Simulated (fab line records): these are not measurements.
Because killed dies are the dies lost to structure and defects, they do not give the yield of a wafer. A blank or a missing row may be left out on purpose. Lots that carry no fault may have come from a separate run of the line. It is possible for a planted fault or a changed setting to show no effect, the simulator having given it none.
What tool caused it? :: flow sfq_line :: 6 lots, 18 wafers sampled, at 2 steps of a route of 325

WHAT EACH GAUGE READ, for each wafer
SFQ_M4_RS_MEAS_924: the measuring method here is four-point-probe.
lot: L810
measured: day 43 23:56
on: film_metro-01
M4_NB_RS (ohm/sq): 0.886 0.888 0.891

lot: L812
measured: day 44 14:21
on: film_metro-01
M4_NB_RS (ohm/sq): 0.911 0.899 0.891

lot: L822
measured: day 48 04:35
on: film_metro-02
M4_NB_RS (ohm/sq): 0.895 0.896 0.897

lot: L825
measured: day 49 20:41
on: film_metro-02
M4_NB_RS (ohm/sq): 0.885 0.894 0.885

lot: L829
measured: day 51 03:45
on: film_metro-03
M4_NB_RS (ohm/sq): 0.882 0.898 0.893

lot: L831
measured: day 52 03:47
on: film_metro-02
M4_NB_RS (ohm/sq): 0.901 0.893 0.898

TOOL THAT RAN EACH LOT (tool first, then ch and the chambers of the sampled wafers, then the start)
lot: L810
SFQ_TRILAYER_M4_DEP_SPUTTER_091: pvd_sputter-03, day 43 23:49

lot: L812
SFQ_TRILAYER_M4_DEP_SPUTTER_091: pvd_sputter-05, day 44 14:13

lot: L822
SFQ_TRILAYER_M4_DEP_SPUTTER_091: pvd_sputter-05, day 48 04:28

lot: L825
SFQ_TRILAYER_M4_DEP_SPUTTER_091: pvd_sputter-03, day 49 20:34

lot: L829
SFQ_TRILAYER_M4_DEP_SPUTTER_091: pvd_sputter-06, day 51 03:40

lot: L831
SFQ_TRILAYER_M4_DEP_SPUTTER_091: pvd_sputter-06, day 52 03:40
- SFQ_TRILAYER_M4_DEP_SPUTTER_091: material Nb, target thk 200 nm, time 133.3 s.

THE ANSWER, worked out from the rows above alone
Rule: what is usual is taken from the lots themselves. The widest of any qualifying gaps counts: lots, ordered by their means at a reading, are off when they make up no more than a third of the lots, leave a main group of 4 or more, and stand apart from it by 3 or more times the standard deviation of that group's means. The tables above print the reading to a certain number of digits; a main group whose means all agree to those digits is not used. Also off: a lot with no number at a reading for which 4 or more lots have one. Any other lot the step has rows for is counted as sound.
No lot is off on any of the readings shown, so nothing can be concluded from this.

WHAT THE SIMULATOR HAD INSERTED
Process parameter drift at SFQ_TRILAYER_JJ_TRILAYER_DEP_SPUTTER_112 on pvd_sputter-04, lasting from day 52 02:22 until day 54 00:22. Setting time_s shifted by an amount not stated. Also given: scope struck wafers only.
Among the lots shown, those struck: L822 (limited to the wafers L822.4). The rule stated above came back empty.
